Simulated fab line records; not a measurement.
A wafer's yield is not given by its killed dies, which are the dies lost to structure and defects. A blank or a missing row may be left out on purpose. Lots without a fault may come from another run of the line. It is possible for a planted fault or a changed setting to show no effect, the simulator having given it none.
Problem report in the 8D (eight disciplines) form, filled by code | flow sfq line | the parts of the form that need people (team, actions taken, sign-off) are left out

## 1. PROBLEM STATEMENT
M0_NB_RS at SFQ_M0_RS_MEAS_904 reads a mean of 1.256 ohm/sq on 1 wafer of 1 lot; wafers without a fault read 0.888 ohm/sq with a standard deviation of 0.0095. Measured from the usual mean, that is +39 standard deviations.
The step: measures by four-point-probe.
First seen on wafer L520.3, day 11 07:35, on film metro-03. Wafers with a number at this step in the record: 39, from 13 lots. Rule for "out" (also "out of limits"): further than 4 standard deviations from the usual mean. The other wafers with a number count as sound.

## 2. WHAT IT IS, WHAT IT ISN'T
question                    | is                | is not
which readings at this step | M0_NB_RS          | -
which lots                  | L520              | L500, L501, L502, L503, L504, L506, L507, L508, L509, L510, L513, L514
which wafers of those lots  | L520.3            | L520.1, L520.5
read on which gauges        | film metro-03     | film metro-02
when                        | from day 11 07:35 | up to then (38 sound wafers)

## 3. SUSPECTS, AND WHAT RULES EACH OUT
Counting: any tool at a process step up to the reading remains a suspect provided it ran every lot that is out. Sound lots after the first of them don't rule it out here, since some wafers of a struck lot are sound.
- the gauge at SFQ_M0_RS_MEAS_904: ruled out. All the wafers that are out were read on film metro-03, but those of them that SFQ_TRILAYER_M0_ETCH_METAL_ETCH_024 has rows for are out there too, on other tools.
- pvd sputter-03 at SFQ_TRILAYER_M0_DEP_SPUTTER_019 (material Nb, target thk 200 nm, time 133.3 s): kept. L520, the lot that is out, went through it at day 11 07:29; up to then, the latest sound lot through it was L514 at day 10 03:44.
Left after counting: pvd sputter-03 at SFQ_TRILAYER_M0_DEP_SPUTTER_019.

## 4. THE CAUSE (what the simulator had put in)
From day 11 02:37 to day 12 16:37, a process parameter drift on pvd sputter-03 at SFQ_TRILAYER_M0_DEP_SPUTTER_019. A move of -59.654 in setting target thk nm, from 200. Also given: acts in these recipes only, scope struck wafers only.
This tool alone remained once counting was done.

## 5. SEQUENCE OF EFFECTS, ordered by route
Each row: a reading where the mean over the struck wafers with a number is more than 3 standard deviations away from the usual. Scope: only readings with a usual standard deviation given in the record; hours: median across lots of the time from each lot's start at the first step in this table that gives one to its start at this step; sigmas: change in usual standard deviations.
hours | step                                | reading        | usual        | on struck wafers | change | sigmas
0     | SFQ_M0_RS_MEAS_904                  | M0_NB_RS       | 0.888 ohm/sq | 1.256            | +0.368 | +39
36    | SFQ_TRILAYER_M0_ETCH_METAL_ETCH_024 | oes product au | 0.896 a.u.   | 0.744            | -0.152 | -21
Its process steps:
- SFQ_TRILAYER_M0_ETCH_METAL_ETCH_024: etches Nb in Cl2/Ar, stops on SiO2, target depth 240 nm, time 120 s.
Later measuring or inspecting steps at which every struck wafer that the step has a row for has a number for every such reading, and none has moved that far: SFQ_M5_OVL_MEAS_932.

## 6. WHAT WOULD HAVE CAUGHT IT SOONER
In this record the first reading out of limits at a measuring or inspecting step was taken at day 11 07:35, 5 hours after the fault began at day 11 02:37.
Of the tool readings at SFQ_TRILAYER_M0_DEP_SPUTTER_019 for which the record gives a usual standard deviation, none was out on any struck wafer, so an alarm limit of 4 standard deviations on them would not have fired.
By day 11 07:35, every lot that is out (1) had started SFQ_TRILAYER_M0_DEP_SPUTTER_019 on pvd sputter-03. A hold on the tool at that time would have spared none of them.
